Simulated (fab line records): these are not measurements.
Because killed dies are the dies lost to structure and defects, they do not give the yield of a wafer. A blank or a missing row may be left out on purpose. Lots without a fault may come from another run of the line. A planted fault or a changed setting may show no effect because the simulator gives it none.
The tool behind it: which one? :: flow gf180mcu :: 12 lots, 36 wafers sampled, at 6 steps of a route of 602

## WHAT THE GAUGES SHOWED, per wafer
GF_MVSD_TW_MEAS_11.
lot: L658
measured: day 4 15:38
on: film metro-04
MVSD_TW: 1541 1546 1543

lot: L659
measured: day 4 21:59
on: film metro-02
MVSD_TW: 1582 1579 1591

lot: L660
measured: day 5 05:02
on: film metro-04
MVSD_TW: 1558 1564 1559

lot: L661
measured: day 5 09:16
on: film metro-03
MVSD_TW: 1583 1572 1581

lot: L662
measured: day 5 16:07
on: film metro-04
MVSD_TW: 1570 1573 1564

lot: L667
measured: day 6 20:19
on: film metro-04
MVSD_TW: 1670 1665 1664

lot: L668
measured: day 7 03:26
on: film metro-04
MVSD_TW: 1680 1663 1665

lot: L674
measured: day 8 13:05
on: film metro-03
MVSD_TW: 1552 1570 1568

lot: L675
measured: day 8 17:41
on: film metro-02
MVSD_TW: 1593 1594 1597

lot: L677
measured: day 9 08:07
on: film metro-03
MVSD_TW: 1577 1567 1570

lot: L678
measured: day 9 11:40
on: film metro-04
MVSD_TW: 1534 1543 1541

lot: L679
measured: day 9 17:10
on: film metro-04
MVSD_TW: 1541 1535 1537

GF_VT_IMPLANT_RS_MEAS_46: a four-point-probe measurement.
lot: L658
measured: day 7 18:16
on: film metro-03
MVSD_RS (ohm/sq): 456.6 456.4 456.5

lot: L659
measured: day 8 00:05
on: film metro-04
MVSD_RS (ohm/sq): 457.7 459.0 457.1

lot: L660
measured: day 8 09:23
on: film metro-02
MVSD_RS (ohm/sq): 457.6 457.6 457.9

lot: L661
measured: day 8 15:28
on: film metro-03
MVSD_RS (ohm/sq): 457.5 456.0 455.3

lot: L662
measured: day 9 03:58
on: film metro-04
MVSD_RS (ohm/sq): 455.3 455.8 455.1

lot: L667
measured: day 10 07:43
on: film metro-04
MVSD_RS (ohm/sq): 404.0 404.2 403.9

lot: L668
measured: day 10 15:25
on: film metro-03
MVSD_RS (ohm/sq): 404.7 404.6 405.6

lot: L674
measured: day 12 08:12
on: film metro-04
MVSD_RS (ohm/sq): 457.1 457.6 456.6

lot: L675
measured: day 12 13:32
on: film metro-02
MVSD_RS (ohm/sq): 456.0 457.2 456.2

lot: L677
measured: day 13 04:34
on: film metro-04
MVSD_RS (ohm/sq): 455.8 457.3 457.1

lot: L678
measured: day 13 10:22
on: film metro-02
MVSD_RS (ohm/sq): 455.6 455.7 456.4

lot: L679
measured: day 13 16:02
on: film metro-03
MVSD_RS (ohm/sq): 458.8 458.6 459.5

GF_POLY_GATE_OVL_MEAS_11.
lot: L658
measured: day 9 09:37
on: overlay-01
POLY_GATE_OVL (nm): -5 -4 -14

lot: L659
measured: day 9 15:25
on: overlay-01
POLY_GATE_OVL (nm): 0 6 6

lot: L660
measured: day 10 02:17
on: overlay-01
POLY_GATE_OVL (nm): -1 9 7

lot: L661
measured: day 10 08:10
on: overlay-02
POLY_GATE_OVL (nm): 6 1 4

lot: L662
measured: day 10 20:53
on: overlay-01
POLY_GATE_OVL (nm): 9 7 7

lot: L667
measured: day 12 04:44
on: overlay-02
POLY_GATE_OVL (nm): -6 1 -1

lot: L668
measured: day 12 10:49
on: overlay-01
POLY_GATE_OVL (nm): -10 -14 -8

lot: L674
measured: day 14 05:26
on: overlay-01
POLY_GATE_OVL (nm): -7 3 -3

lot: L675
measured: day 14 12:04
on: overlay-02
POLY_GATE_OVL (nm): 11 12 2

lot: L677
measured: day 15 02:36
on: overlay-02
POLY_GATE_OVL (nm): 4 -3 0

lot: L678
measured: day 15 10:25
on: overlay-02
POLY_GATE_OVL (nm): -4 8 6

lot: L679
measured: day 15 16:08
on: overlay-01
POLY_GATE_OVL (nm): 2 5 12

## EACH LOT AND THE TOOL THAT RAN IT (in order: tool; ch and the chambers of the sampled wafers; start)
lot: L658
GF_STI_STRIP_15: plasma asher-04 ch 0,1, day 2 07:40
GF_NWELL_STRIP_10: plasma asher-03 ch 0,1, day 3 12:11
GF_MVSD_IMPLANT_08: implanter-04 ch 0, day 4 15:15

lot: L659
GF_STI_STRIP_15: plasma asher-02 ch 0,1, day 2 11:43
GF_NWELL_STRIP_10: plasma asher-03 ch 0,1, day 3 17:58
GF_MVSD_IMPLANT_08: implanter-04 ch 0, day 4 21:35

lot: L660
GF_STI_STRIP_15: plasma asher-04 ch 0,1, day 2 19:02
GF_NWELL_STRIP_10: plasma asher-02 ch 0,1, day 4 00:17
GF_MVSD_IMPLANT_08: implanter-04 ch 0, day 5 04:38

lot: L661
GF_STI_STRIP_15: plasma asher-01 ch 0,1, day 2 22:08
GF_NWELL_STRIP_10: plasma asher-01 ch 0,1, day 4 05:11
GF_MVSD_IMPLANT_08: implanter-04 ch 0, day 5 08:53

lot: L662
GF_STI_STRIP_15: plasma asher-02 ch 0,1, day 3 03:35
GF_NWELL_STRIP_10: plasma asher-03 ch 0,1, day 4 11:05
GF_MVSD_IMPLANT_08: implanter-04 ch 0, day 5 15:45

lot: L667
GF_STI_STRIP_15: plasma asher-04 ch 0,1, day 4 05:26
GF_NWELL_STRIP_10: plasma asher-03 ch 0,1, day 5 14:23
GF_MVSD_IMPLANT_08: implanter-01 ch 0, day 6 19:56

lot: L668
GF_STI_STRIP_15: plasma asher-02 ch 0,1, day 4 10:33
GF_NWELL_STRIP_10: plasma asher-03 ch 0,1, day 5 20:16
GF_MVSD_IMPLANT_08: implanter-01 ch 0, day 7 03:04

lot: L674
GF_STI_STRIP_15: plasma asher-04 ch 0,1, day 5 17:43
GF_NWELL_STRIP_10: plasma asher-02 ch 0,1, day 7 04:21
GF_MVSD_IMPLANT_08: implanter-04 ch 0, day 8 12:42

lot: L675
GF_STI_STRIP_15: plasma asher-04 ch 0,1, day 5 22:32
GF_NWELL_STRIP_10: plasma asher-02 ch 0,1, day 7 09:19
GF_MVSD_IMPLANT_08: implanter-03 ch 0, day 8 17:17

lot: L677
GF_STI_STRIP_15: plasma asher-02 ch 0,1, day 6 08:30
GF_NWELL_STRIP_10: plasma asher-03 ch 0,1, day 7 21:49
GF_MVSD_IMPLANT_08: implanter-04 ch 0, day 9 07:45

lot: L678
GF_STI_STRIP_15: plasma asher-01 ch 0,1, day 6 13:44
GF_NWELL_STRIP_10: plasma asher-02 ch 0,1, day 8 01:24
GF_MVSD_IMPLANT_08: implanter-04 ch 0, day 9 11:17

lot: L679
GF_STI_STRIP_15: plasma asher-02 ch 0,1, day 6 19:02
GF_NWELL_STRIP_10: plasma asher-02 ch 0,1, day 8 07:51
GF_MVSD_IMPLANT_08: implanter-03 ch 0, day 9 16:46
- GF_STI_STRIP_15: strips in O2/N2.
- GF_NWELL_STRIP_10: strips in O2/N2.
- GF_MVSD_IMPLANT_08

## WHAT THE TOOLS THEMSELVES READ (means of the sampled wafers that have a number; where no wafer has one, the mark that the record gives instead)
GF_STI_STRIP_15.
lot: L658
tool: plasma asher-04
drypump motor current A (A): 5.46
heater power w (W): 332
oes product au (a.u.): 0.385
strip time to endpoint s (s): 3.75

lot: L659
tool: plasma asher-02
drypump motor current A (A): 5.69
heater power w (W): 328
oes product au (a.u.): 0.386
strip time to endpoint s (s): 3.75

lot: L660
tool: plasma asher-04
drypump motor current A (A): 5.71
heater power w (W): 337
oes product au (a.u.): 0.385
strip time to endpoint s (s): 3.69

lot: L661
tool: plasma asher-01
drypump motor current A (A): 5.85
heater power w (W): 327
oes product au (a.u.): 0.386
strip time to endpoint s (s): 3.75

lot: L662
tool: plasma asher-02
drypump motor current A (A): 5.69
heater power w (W): 330
oes product au (a.u.): 0.386
strip time to endpoint s (s): 3.81

lot: L667
tool: plasma asher-04
drypump motor current A (A): 5.72
heater power w (W): 337
oes product au (a.u.): 0.386
strip time to endpoint s (s): 3.74

lot: L668
tool: plasma asher-02
drypump motor current A (A): 5.70
heater power w (W): 329
oes product au (a.u.): 0.388
strip time to endpoint s (s): 3.72

lot: L674
tool: plasma asher-04
drypump motor current A (A): 5.46
heater power w (W): 328
oes product au (a.u.): 0.381
strip time to endpoint s (s): 3.73

lot: L675
tool: plasma asher-04
drypump motor current A (A): 5.72
heater power w (W): 330
oes product au (a.u.): 0.384
strip time to endpoint s (s): 3.76

lot: L677
tool: plasma asher-02
drypump motor current A (A): 5.88
heater power w (W): 323
oes product au (a.u.): 0.384
strip time to endpoint s (s): 3.75

lot: L678
tool: plasma asher-01
drypump motor current A (A): 5.86
heater power w (W): 328
oes product au (a.u.): 0.382
strip time to endpoint s (s): 3.70

lot: L679
tool: plasma asher-02
drypump motor current A (A): 5.88
heater power w (W): 319
oes product au (a.u.): 0.381
strip time to endpoint s (s): 3.74

GF_NWELL_STRIP_10.
lot: L658
tool: plasma asher-03
drypump motor current A (A): 5.3
heater power w (W): 321
oes product au (a.u.): 0.725
strip time to endpoint s (s): 36.91

lot: L659
tool: plasma asher-03
drypump motor current A (A): 5.3
heater power w (W): 322
oes product au (a.u.): 0.723
strip time to endpoint s (s): 37.12

lot: L660
tool: plasma asher-02
drypump motor current A (A): 5.9
heater power w (W): 320
oes product au (a.u.): 0.722
strip time to endpoint s (s): 37.05

lot: L661
tool: plasma asher-01
drypump motor current A (A): 5.9
heater power w (W): 334
oes product au (a.u.): 0.726
strip time to endpoint s (s): 36.99

lot: L662
tool: plasma asher-03
drypump motor current A (A): 5.2
heater power w (W): 320
oes product au (a.u.): 0.723
strip time to endpoint s (s): 37.01

lot: L667
tool: plasma asher-03
drypump motor current A (A): 5.7
heater power w (W): 319
oes product au (a.u.): 0.720
strip time to endpoint s (s): 37.15

lot: L668
tool: plasma asher-03
drypump motor current A (A): 5.3
heater power w (W): 317
oes product au (a.u.): 0.720
strip time to endpoint s (s): 37.08

lot: L674
tool: plasma asher-02
drypump motor current A (A): 5.7
heater power w (W): 329
oes product au (a.u.): 0.725
strip time to endpoint s (s): 36.80

lot: L675
tool: plasma asher-02
drypump motor current A (A): 5.9
heater power w (W): 319
oes product au (a.u.): 0.728
strip time to endpoint s (s): 37.06

lot: L677
tool: plasma asher-03
drypump motor current A (A): 5.3
heater power w (W): 318
oes product au (a.u.): 0.720
strip time to endpoint s (s): 36.96

lot: L678
tool: plasma asher-02
drypump motor current A (A): 5.9
heater power w (W): 319
oes product au (a.u.): 0.723
strip time to endpoint s (s): 36.78

lot: L679
tool: plasma asher-02
drypump motor current A (A): 5.9
heater power w (W): 317
oes product au (a.u.): 0.721
strip time to endpoint s (s): 36.83

GF_MVSD_IMPLANT_08.
lot: L658
tool: implanter-04
beam on s (s): 10.05
faraday current uA: 89.8

lot: L659
tool: implanter-04
beam on s (s): 10.09
faraday current uA: 89.3

lot: L660
tool: implanter-04
beam on s (s): 10.12
faraday current uA: 89.2

lot: L661
tool: implanter-04
beam on s (s): 9.79
faraday current uA: 92.3

lot: L662
tool: implanter-04
beam on s (s): 9.88
faraday current uA: 91.4

lot: L667
tool: implanter-01
beam on s (s): 12.77
faraday current uA: 70.3

lot: L668
tool: implanter-01
beam on s (s): 12.45
faraday current uA: 72.5

lot: L674
tool: implanter-04
beam on s (s): 10.14
faraday current uA: 88.7

lot: L675
tool: implanter-03
beam on s (s): 9.94
faraday current uA: 90.7

lot: L677
tool: implanter-04
beam on s (s): 10.16
faraday current uA: 89.0

lot: L678
tool: implanter-04
beam on s (s): 10.00
faraday current uA: 90.3

lot: L679
tool: implanter-03
beam on s (s): 9.87
faraday current uA: 91.3

## THE ANSWER, worked out from the rows above alone
Rule: the lots themselves supply what counts as usual. Put in order of their means at a reading, lots are off if they are a third of the lots or fewer, leave a main group of 4 or more, and stand apart from it by a gap of 3 or more times the standard deviation of the main group's means; of several such gaps the widest counts. If all means in a main group match to the digits the tables above print for the reading, that group is not used. Also off: a lot with no number at a reading for which 4 or more lots have one. The other lots that the step has rows for count as sound. After the gauges, taken in route order, come the tools' own readings; for these a lot's mean is taken, as printed above. The first step at which some lot is off is used, and at that step the reading that is off furthest; a lot without a number counts as furthest.
Off: L667, L668, at GF_MVSD_TW_MEAS_11 (MVSD_TW). The main group has a mean of 1564 with a standard deviation of 18.
A tool fits if, at a process step before that reading, it ran every lot that is off, and no sound lot after the first of them. Not tried: the gauges at GF_MVSD_TW_MEAS_11; whatever is off there is also off at GF_MVSD_IMPLANT_08, on other tools, and gauge error can't account for it. One candidate fits, namely implanter-01 at GF_MVSD_IMPLANT_08. It ran no sound lot before its first lot that is off in this sample, so the start can't be narrowed down.
The tool's own readings at GF_MVSD_IMPLANT_08 bear it out: on the lots that are off they differ by more than 5 times the standard deviation of the sound lots' means. beam on s reads 12.61 s there against 10.00 s on the sound lots; faraday current uA reads 71.4 there against 90.2 on the sound lots.

## WHAT THE SIMULATOR HAD INSERTED
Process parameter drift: implanter-01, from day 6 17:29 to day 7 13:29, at GF_MVSD_IMPLANT_08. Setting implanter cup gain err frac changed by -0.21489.
Lots struck among those shown: L667, L668. The rule given above showed the same thing.
